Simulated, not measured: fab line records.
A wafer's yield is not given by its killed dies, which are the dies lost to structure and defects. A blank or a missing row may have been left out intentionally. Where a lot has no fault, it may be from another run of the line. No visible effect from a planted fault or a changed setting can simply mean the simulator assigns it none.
Matching of chambers    flow gf180mcu    hdpcvd-02 running GF_CONTACT_CVD_00: 3 sister chambers
The step deposits SiO2, target thk 300 nm, time 50 s. 14 wafers are shown with their chamber, then 7 later ones without.

WAFERS PAIRED WITH THEIR CHAMBERS
wafer   chamber  run length s (s)  pressure mtorr (mTorr)
L559.1  2        78.1              5.991
L559.2  0        77.9              6.010
L559.6  0        78.3              6.009
L560.1  2        77.8              6.012
L560.2  0        77.7              5.989
L560.4  2        77.9              5.983
L563.4  1        78.4              6.013
L563.5  0        78.3              5.982
L563.6  2        77.6              5.990
L573.3  2        77.6              5.997
L573.4  2        77.5              5.989
L573.6  0        77.7              5.992
L574.1  1        78.6              6.009
L574.2  2        78.1              5.980

SIGNATURES (averages over the wafers above)
reading         chamber 0  chamber 1  chamber 2  scatter within a chamber
run length s    77.980     78.500     77.800     0.261
pressure mtorr  5.99640    6.01100    5.99171    0.0109
Rule: a wafer lies at a distance from a chamber equal to the root of the sum of squares, over the readings, of (its reading less the chamber's mean, divided by the reading's scatter). The wafer belongs to the nearest chamber; if the next one is less than 2 further off, it can't be placed. The scatter: the root of (the sum of the squares of (reading less its chamber's mean) over the shown wafers, divided by (wafers less chambers)).

WAFERS WITHOUT THEIR CHAMBER
wafer   run length s (s)  pressure mtorr (mTorr)
L574.6  78.7              6.008
L577.3  77.4              6.013
L577.5  78.2              5.992
L577.6  77.8              6.015
L582.1  78.0              6.016
L582.4  77.9              6.036
L582.6  77.9              5.996

WHICH CHAMBER EACH WENT THROUGH
wafer   from the rows above           in truth
L574.6  1                             1
L577.3  can't be placed: 2 or 0 or 1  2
L577.5  can't be placed: 0 or 2 or 1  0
L577.6  can't be placed: 0 or 2 or 1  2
L582.1  can't be placed: 0 or 1 or 2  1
L582.4  can't be placed: 1 or 0 or 2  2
L582.6  can't be placed: 0 or 2       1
1 of 7 placed correctly. These rows do not allow placing 6 (true chamber among the candidates in 5). Placed wrongly: 0.
